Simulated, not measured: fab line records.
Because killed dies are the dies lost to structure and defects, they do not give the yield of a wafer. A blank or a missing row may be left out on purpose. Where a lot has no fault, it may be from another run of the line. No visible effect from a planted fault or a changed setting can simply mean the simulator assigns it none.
Which of the tools did it? + flow gf180mcu + Sampling: 11 lots, 33 wafers, 3 of 602 route steps

## WHAT THE GAUGES READ, wafer by wafer
GF_V1_RS_MEAS_24: a four-point-probe measurement.
| lot  | measured     | on            | V1_W_RS (ohm/sq)  |
|------|--------------|---------------|-------------------|
| L820 | day 18 14:45 | film_metro-04 | 0.325 0.339 0.327 |
| L821 | day 18 17:50 | film_metro-01 | 0.331 0.332 0.329 |
| L822 | day 19 12:27 | film_metro-04 | 0.327 0.320 0.319 |
| L824 | day 19 18:58 | film_metro-01 | 0.328 0.327 0.334 |
| L827 | day 20 18:14 | film_metro-03 | 0.331 0.321 0.331 |
| L832 | day 23 00:06 | film_metro-04 | 0.325 0.387 0.326 |
| L833 | day 23 17:52 | film_metro-04 | 0.389 0.331 0.326 |
| L837 | day 24 13:27 | film_metro-03 | 0.330 0.330 0.326 |
| L838 | day 24 19:31 | film_metro-04 | 0.331 0.330 0.330 |
| L840 | day 25 15:23 | film_metro-04 | 0.333 0.334 0.332 |
| L843 | day 26 12:23 | film_metro-04 | 0.324 0.325 0.326 |

## WHAT TOOL EACH LOT RAN ON (gives the tool, then ch and the chambers of the sampled wafers, and finally the start)
| lot  | GF_M1_METAL_ETCH_16               | GF_V1_CVD_23                  |
|------|-----------------------------------|-------------------------------|
| L820 | rie_metal-04 ch 0,1, day 17 12:58 | cvd_w-01 ch 0,1, day 18 14:37 |
| L821 | rie_metal-04 ch 0,1, day 17 15:37 | cvd_w-02 ch 0,1, day 18 17:43 |
| L822 | rie_metal-02 ch 1, day 18 09:25   | cvd_w-01 ch 0,1, day 19 12:20 |
| L824 | rie_metal-03 ch 0,1, day 18 15:58 | cvd_w-01 ch 0,1, day 19 18:50 |
| L827 | rie_metal-03 ch 0,1, day 19 16:33 | cvd_w-01 ch 0,1, day 20 18:06 |
| L832 | rie_metal-04 ch 0, day 21 22:24   | cvd_w-01 ch 0,1, day 22 23:55 |
| L833 | rie_metal-02 ch 1, day 22 16:58   | cvd_w-01 ch 0,1, day 23 17:45 |
| L837 | rie_metal-02 ch 1, day 23 13:31   | cvd_w-02 ch 0,1, day 24 13:20 |
| L838 | rie_metal-04 ch 0,1, day 23 19:12 | cvd_w-02 ch 0,1, day 24 19:23 |
| L840 | rie_metal-02 ch 0, day 24 14:16   | cvd_w-02 ch 1, day 25 15:16   |
| L843 | rie_metal-02 ch 1, day 25 13:15   | cvd_w-02 ch 1, day 26 12:16   |
- GF_M1_METAL_ETCH_16: etches the open film in Cl2/BCl3, stops on SiO2, target depth 750.8 nm, time 125.1 s.
- GF_V1_CVD_23: deposits W, target thk 350 nm, time 105.05 s.

## THE ANSWER, worked out from the rows above alone
Rule: the lots themselves supply what counts as usual. Put in order of their means at a reading, lots are off if they are a third of the lots or fewer, leave a main group of 4 or more, and stand apart from it by a gap of 3 or more times the standard deviation of the main group's means; of several such gaps the widest counts. If all means in a main group match to the digits the tables above print for the reading, that group is not used. Also off: a lot with no number at a reading for which 4 or more lots have one. All remaining lots with rows at the step are treated as sound.
Off: at GF_V1_RS_MEAS_24 (V1_W_RS), L832, L833. For the main group the mean is 0.329 ohm/sq and the standard deviation 0.0031.
A tool fits if, at a process step before that reading, it ran every lot that is off, and no sound lot after the first of them. Gauges at GF_V1_RS_MEAS_24: tried the same way as those tools. One candidate fits, namely cvd_w-01 at GF_V1_CVD_23. A fault onset in the window from L827 (day 20 18:06, its last sound lot) to L832 (day 22 23:55, its first lot off) fits.

## WHAT THE SIMULATOR HAD PUT IN
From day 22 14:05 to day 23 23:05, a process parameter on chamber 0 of cvd_w-01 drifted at GF_V1_CVD_23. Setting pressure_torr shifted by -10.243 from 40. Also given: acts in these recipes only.
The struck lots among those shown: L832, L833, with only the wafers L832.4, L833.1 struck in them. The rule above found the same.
